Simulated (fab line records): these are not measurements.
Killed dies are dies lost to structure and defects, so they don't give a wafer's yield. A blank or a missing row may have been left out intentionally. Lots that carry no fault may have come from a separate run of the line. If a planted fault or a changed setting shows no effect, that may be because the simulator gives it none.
Which of the tools did it? + flow gf180mcu + 6 lots (18 wafers sampled), 1 step of a 602-step route

WHAT THE GAUGES READ, wafer by wafer
GF_MIM_RS_MEAS_10: a four-point-probe measurement.
| lot  | measured     | on            | MIM_ALCU_RS (ohm/sq) |
|------|--------------|---------------|----------------------|
| L714 | day 25 15:29 | film metro-01 | 0.1619 0.1610 0.1606 |
| L719 | day 27 02:26 | film metro-04 | 0.1575 0.1572 0.1587 |
| L721 | day 27 20:52 | film metro-04 | 0.1607 0.1604 0.1605 |
| L725 | day 28 22:32 | film metro-01 | 0.1605 0.1578 0.1612 |
| L727 | day 29 12:16 | film metro-01 | 0.1604 0.1574 0.1580 |
| L734 | day 31 13:20 | film metro-04 | 0.1597 0.1592 0.1618 |

EACH LOT AND THE TOOL THAT RAN IT (in order: tool; ch and the chambers of the sampled wafers; start)
No process step before these readings appears in the record.

THE ANSWER, worked out from the rows above alone
Rule: the lots themselves supply what counts as usual. The widest of any qualifying gaps counts: lots, ordered by their means at a reading, are off when they make up no more than a third of the lots, leave a main group of 4 or more, and stand apart from it by 3 or more times the standard deviation of that group's means. If all means in a main group match to the digits the tables above print for the reading, that group is not used. A lot without any number at a reading at which 4 lots or more have one is off too. Where the step has rows for the other lots, those lots are counted as sound.
Across all readings shown, no lot is off: no conclusion can be drawn from this.

WHAT HAD BEEN PUT IN BY THE SIMULATOR
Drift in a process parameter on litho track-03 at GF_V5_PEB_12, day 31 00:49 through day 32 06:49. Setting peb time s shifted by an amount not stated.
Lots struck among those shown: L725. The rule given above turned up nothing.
